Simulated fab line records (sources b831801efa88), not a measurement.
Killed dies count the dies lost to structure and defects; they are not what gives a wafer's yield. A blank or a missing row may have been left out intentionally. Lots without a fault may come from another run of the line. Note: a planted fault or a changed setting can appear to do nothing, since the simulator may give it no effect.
Which tool is to blame?    flow sky130    Sampling: 14 lots, 42 wafers, 3 of 708 route steps

== WHAT THE GAUGES SHOWED, per wafer ==
SKY_VT_ADJUST_NCORE_TW_MEAS_11. Usual: for VT_ADJUST_NCORE_TW the level is 218.9 and the standard deviation is 1.8.
lot   measured      on            VT_ADJUST_NCORE_TW  flag
L716  day 8 11:56   filmMetro-03  221.4 220.4 220.0   
L717  day 8 20:35   filmMetro-04  218.2 218.5 217.3   
L718  day 9 01:02   filmMetro-02  217.7 218.0 217.7   
L719  day 9 14:58   filmMetro-02  218.0 217.7 218.9   
L720  day 9 21:31   filmMetro-02  218.6 216.7 218.3   
L721  day 10 07:37  filmMetro-03  220.1 221.5 221.2   
L724  day 11 03:16  filmMetro-02  216.6 215.5 216.4   
L725  day 11 07:42  filmMetro-04  218.2 219.2 219.3   
L727  day 11 20:07  filmMetro-03  221.1 221.0 220.4   
L729  day 12 11:37  filmMetro-03  221.3 221.7 220.7   
L730  day 12 18:38  filmMetro-02  215.5 216.4 216.4   
L731  day 12 20:46  filmMetro-02  217.8 217.2 216.7   
L734  day 13 23:40  filmMetro-04  216.1 217.2 216.2   
L736  day 14 10:44  filmMetro-02  217.4 217.6 216.9   

SKY_VT_ADJUST_HVTR_OVL_MEAS_08. Usual: for VT_ADJUST_HVTR_OVL the level is 0.3 nm and the standard deviation is 1.6.
lot   measured      on          VT_ADJUST_HVTR_OVL (nm)  flag
L716  day 9 08:56   overlay-01  2.3 0.8 -0.3             
L717  day 9 17:56   overlay-01  -0.1 -1.5 -0.9           
L718  day 9 22:27   overlay-01  2.4 1.9 1.2              
L719  day 10 12:38  overlay-01  1.8 3.7 2.4              
L720  day 10 19:18  overlay-02  -1.6 0.3 0.0             
L721  day 11 06:26  overlay-02  -0.7 -1.7 0.2            
L724  day 12 01:56  overlay-02  -0.7 -0.4 0.4            
L725  day 12 07:39  overlay-02  -2.2 -0.1 -1.4           
L727  day 12 20:06  overlay-02  -0.6 1.9 -2.5            
L729  day 13 11:20  overlay-02  -1.8 -1.1 1.7            
L730  day 13 17:32  overlay-02  2.9 -0.8 1.1             
L731  day 13 18:59  overlay-01  1.0 -0.7 0.2             
L734  day 15 01:23  overlay-02  0.9 0.3 1.6              
L736  day 15 11:43  overlay-01  0.3 2.6 0.5              

== TOOL THAT RAN EACH LOT (tool first, then ch and the chambers of the sampled wafers, then the start) ==
lot   SKY_VT_ADJUST_LVTN_STRIP_09
L716  plasmaAsher-03 ch 0,1, day 6 19:13
L717  plasmaAsher-04 ch 0,1, day 7 02:56
L718  plasmaAsher-03 ch 0,1, day 7 08:18
L719  plasmaAsher-02 ch 0,1, day 7 20:09
L720  plasmaAsher-03 ch 0,1, day 8 03:42
L721  plasmaAsher-02 ch 0,1, day 8 11:36
L724  plasmaAsher-04 ch 0,1, day 9 06:56
L725  plasmaAsher-02 ch 0,1, day 9 10:57
L727  plasmaAsher-04 ch 0,1, day 9 21:43
L729  plasmaAsher-02 ch 0,1, day 10 12:50
L730  plasmaAsher-04 ch 0,1, day 10 18:38
L731  plasmaAsher-03 ch 0,1, day 10 21:47
L734  plasmaAsher-03 ch 0, day 11 23:59
L736  plasmaAsher-04 ch 0,1, day 12 09:59
- SKY_VT_ADJUST_LVTN_STRIP_09: strips in O2/N2.

== AS READ BY THE TOOLS THEMSELVES (means over the sampled wafers that have a number; for cases with no such wafer, the mark the record gives instead) ==
SKY_VT_ADJUST_LVTN_STRIP_09. Usual: drypumpMotorCurrentA 5.8 A, standard deviation 0.5; oesProductAu 0.722 a.u., standard deviation 0.0041; stripTimeToEndpointS 36.70 s, standard deviation 0.1.
lot   tool            drypumpMotorCurrentA (A)  oesProductAu (a.u.)  stripTimeToEndpointS (s)  flag
L716  plasmaAsher-03  6.3                       0.720                36.66                     
L717  plasmaAsher-04  5.5                       0.717                36.74                     
L718  plasmaAsher-03  6.0                       0.725                36.67                     
L719  plasmaAsher-02  5.2                       0.724                36.75                     
L720  plasmaAsher-03  6.3                       0.723                36.61                     
L721  plasmaAsher-02  5.3                       0.720                36.86                     
L724  plasmaAsher-04  5.5                       0.720                36.78                     
L725  plasmaAsher-02  5.2                       0.724                36.75                     
L727  plasmaAsher-04  5.5                       0.723                36.75                     
L729  plasmaAsher-02  5.2                       0.725                36.67                     
L730  plasmaAsher-04  5.5                       0.724                36.69                     
L731  plasmaAsher-03  6.3                       0.723                36.67                     
L734  plasmaAsher-03  5.8                       0.727                36.70                     
L736  plasmaAsher-04  5.5                       0.723                36.62                     

== THE ANSWER, worked out from the rows above alone ==
Rule: a lot counts as off when the mean over its wafers that have a number is more than 3 standard deviations away from the usual mean. Also off: a lot with no number at a reading for which 4 or more lots have one. Where the step has rows for the other lots, those lots are counted as sound. First the gauges in route order, then the tools' own readings, where a lot's mean is used as printed above. At the first step where some lot is off, the reading lying furthest off is the one used; lots without a number count as furthest.
No lot is off on any of the readings shown, so nothing can be concluded from this.

== WHAT THE SIMULATOR HAD INSERTED ==
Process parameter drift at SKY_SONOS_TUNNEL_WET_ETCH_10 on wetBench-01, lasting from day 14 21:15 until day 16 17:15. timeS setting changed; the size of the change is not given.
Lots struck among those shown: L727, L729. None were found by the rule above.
